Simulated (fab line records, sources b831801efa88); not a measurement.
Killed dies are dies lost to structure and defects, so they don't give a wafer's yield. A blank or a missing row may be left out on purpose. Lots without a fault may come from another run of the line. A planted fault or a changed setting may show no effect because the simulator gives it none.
Which tool did it? | flow sky130 | 10 lots, 28 wafers sampled, at 6 steps of a route of 708

WHAT THE GAUGES READ, wafer by wafer
SKY_METAL2_OVL_MEAS_16. Usual: METAL2_OVL -1 nm, standard deviation 4.8.
lot  | measured     | on         | METAL2_OVL (nm) | flag
L994 | day 36 08:31 | overlay-02 | 0 7 0           |
L996 | day 37 00:26 | overlay-01 | -10 -2 -6       |
L995 | day 37 02:05 | overlay-01 | 1 2 4           |
L102 | day 38 03:33 | overlay-01 | 1 0             |
L103 | day 38 18:05 | overlay-02 | -3 5            |
L107 | day 39 07:05 | overlay-01 | 3 -5 -3         |
L109 | day 39 11:16 | overlay-02 | 4 0 4           |
L111 | day 40 18:29 | overlay-02 | -8 -13 -6       |
L114 | day 41 11:29 | overlay-02 | -7 -2 0         |
L115 | day 41 12:29 | overlay-01 | -4 -1 0         |

SKY_CAPM_RS_MEAS_03: measures by four-point-probe. Usual: CAPM_TIN_RS 6.87 ohm/sq, standard deviation 0.1.
lot  | measured     | on            | CAPM_TIN_RS (ohm/sq) | flag
L994 | day 37 13:32 | film_metro-02 | 6.85 6.91 6.88       |
L996 | day 38 05:25 | film_metro-03 | 6.97 7.00 6.93       |
L995 | day 38 07:14 | film_metro-03 | 6.92 6.92 6.96       |
L102 | day 39 08:10 | film_metro-02 | 8.01 6.95            | OFF
L103 | day 39 20:28 | film_metro-02 | 7.92 6.89            | OFF
L107 | day 40 09:45 | film_metro-02 | 6.79 6.74 6.82       |
L109 | day 40 14:29 | film_metro-02 | 6.89 6.76 6.95       |
L111 | day 41 22:11 | film_metro-02 | 7.01 6.88 6.94       |
L114 | day 42 15:02 | film_metro-01 | 6.92 7.01 6.94       |
L115 | day 42 15:51 | film_metro-03 | 6.80 6.88 6.71       |

SKY_CAPM_THK_MEAS_04: measures by xrf. Usual: CAPM_TIN_THK 204.0 nm, standard deviation 3.
lot  | measured     | on            | CAPM_TIN_THK (nm) | flag
L994 | day 37 13:39 | film_metro-02 | 205.2 202.6 203.6 |
L996 | day 38 05:32 | film_metro-03 | 201.1 200.7 204.1 |
L995 | day 38 07:20 | film_metro-03 | 203.9 203.4 201.4 |
L102 | day 39 08:16 | film_metro-02 | 175.0 201.2       | OFF
L103 | day 39 20:34 | film_metro-02 | 176.9 202.9       | OFF
L107 | day 40 09:52 | film_metro-02 | 204.4 208.1 205.5 |
L109 | day 40 14:37 | film_metro-02 | 201.9 206.6 201.9 |
L111 | day 41 22:18 | film_metro-02 | 200.6 203.2 201.2 |
L114 | day 42 15:08 | film_metro-01 | 201.8 200.3 201.6 |
L115 | day 42 15:58 | film_metro-03 | 206.0 203.2 207.8 |

WHICH TOOL RAN EACH LOT (tool, then ch and the chambers of the sampled wafers, then the start)
lot  | SKY_METAL2_SPUTTER_04        | SKY_VIA2_CVD_21               | SKY_CAPM_SPUTTER_02
L994 | pvd_sputter-04, day 35 07:01 | cvd_w-01 ch 0,1, day 37 12:35 | pvd_sputter-03, day 37 13:26
L996 | pvd_sputter-04, day 35 22:49 | cvd_w-01 ch 0,1, day 38 04:26 | pvd_sputter-03, day 38 05:17
L995 | pvd_sputter-04, day 36 00:23 | cvd_w-02 ch 0,1, day 38 06:17 | pvd_sputter-03, day 38 07:05
L102 | pvd_sputter-03, day 37 01:10 | cvd_w-01 ch 0,1, day 39 07:11 | pvd_sputter-03, day 39 08:02
L103 | pvd_sputter-02, day 37 16:37 | cvd_w-01 ch 1, day 39 19:29   | pvd_sputter-03, day 39 20:20
L107 | pvd_sputter-02, day 38 05:55 | cvd_w-02 ch 0,1, day 40 08:48 | pvd_sputter-04, day 40 09:38
L109 | pvd_sputter-02, day 38 10:52 | cvd_w-01 ch 0,1, day 40 13:32 | pvd_sputter-04, day 40 14:23
L111 | pvd_sputter-04, day 39 19:28 | cvd_w-02 ch 0,1, day 41 21:13 | pvd_sputter-01, day 41 22:04
L114 | pvd_sputter-04, day 40 10:38 | cvd_w-01 ch 0,1, day 42 14:05 | pvd_sputter-04, day 42 14:53
L115 | pvd_sputter-02, day 40 11:55 | cvd_w-02 ch 0,1, day 42 14:53 | pvd_sputter-01, day 42 15:44
- SKY_METAL2_SPUTTER_04: material TiN, target thk 70 nm, time 58.3 s.
- SKY_VIA2_CVD_21: deposits W, target thk 420 nm, time 126.4 s.
- SKY_CAPM_SPUTTER_02: material TiN, target thk 200 nm, time 166.7 s.

WHAT THE TOOLS THEMSELVES READ (means of the sampled wafers that have a number; where no wafer has one, the mark that the record gives instead)
SKY_METAL2_SPUTTER_04. Usual: throttle_valve_pct 29.9 %, standard deviation 0.95.
lot  | tool           | throttle_valve_pct (%) | flag
L994 | pvd_sputter-04 | 29.5                   |
L996 | pvd_sputter-04 | 29.7                   |
L995 | pvd_sputter-04 | 29.8                   |
L102 | pvd_sputter-03 | 30.8                   |
L103 | pvd_sputter-02 | 29.0                   |
L107 | pvd_sputter-02 | 29.1                   |
L109 | pvd_sputter-02 | 29.6                   |
L111 | pvd_sputter-04 | 30.1                   |
L114 | pvd_sputter-04 | 29.8                   |
L115 | pvd_sputter-02 | 31.0                   |

SKY_VIA2_CVD_21. Usual: heater_power_w 884 W, standard deviation 90; susceptor_temp_C 400.01 C, standard deviation 0.22.
lot  | tool     | heater_power_w (W) | susceptor_temp_C (C) | flag
L994 | cvd_w-01 | 815                | 400.11               |
L996 | cvd_w-01 | 819                | 400.12               |
L995 | cvd_w-02 | 984                | 400.23               |
L102 | cvd_w-01 | 832                | 400.07               |
L103 | cvd_w-01 | 850                | 400.17               |
L107 | cvd_w-02 | 926                | 399.91               |
L109 | cvd_w-01 | 800                | 399.83               |
L111 | cvd_w-02 | 992                | 400.16               |
L114 | cvd_w-01 | 810                | 399.94               |
L115 | cvd_w-02 | 980                | 400.18               |

SKY_CAPM_SPUTTER_02. Usual: susceptor_temp_C 299.97 C, standard deviation 0.19; throttle_valve_pct 30.0 %, standard deviation 0.87.
lot  | tool           | susceptor_temp_C (C) | throttle_valve_pct (%) | flag
L994 | pvd_sputter-03 | 300.02               | 29.8                   |
L996 | pvd_sputter-03 | 300.06               | 30.3                   |
L995 | pvd_sputter-03 | 300.12               | 29.2                   |
L102 | pvd_sputter-03 | 300.19               | 29.0                   |
L103 | pvd_sputter-03 | 300.25               | 29.1                   |
L107 | pvd_sputter-04 | 299.90               | 30.1                   |
L109 | pvd_sputter-04 | 299.96               | 29.9                   |
L111 | pvd_sputter-01 | 300.15               | 30.5                   |
L114 | pvd_sputter-04 | 299.66               | 29.8                   |
L115 | pvd_sputter-01 | 299.95               | 30.3                   |

THE ANSWER, worked out from the rows above alone
Rule: a lot is off if the mean of its wafers that have a number lies more than 3 standard deviations from the usual mean. A lot without any number at a reading at which 4 lots or more have one is off too. The other lots that the step has rows for count as sound. The gauges are gone through in route order, then the tools' own readings, and for those a lot's mean is taken as printed above. The first step at which some lot is off is used, and at that step the reading that is off furthest; a lot without a number counts as furthest.
Off: L102, L103, at SKY_CAPM_RS_MEAS_03 (CAPM_TIN_RS).
A tool fits if, at a process step before that reading, it ran every lot that is off, and no sound lot after the first of them. The gauges at SKY_CAPM_RS_MEAS_03 are tried like those tools. One fits: pvd_sputter-03 at SKY_CAPM_SPUTTER_02. Its last sound lot is L995 (day 38 07:05), its first lot that is off L102 (day 39 08:02): a fault that began between those two fits.

WHAT THE SIMULATOR HAD PUT IN
Process parameter drift: pvd_sputter-03, from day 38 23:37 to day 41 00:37, at SKY_CAPM_SPUTTER_02. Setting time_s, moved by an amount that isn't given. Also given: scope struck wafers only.
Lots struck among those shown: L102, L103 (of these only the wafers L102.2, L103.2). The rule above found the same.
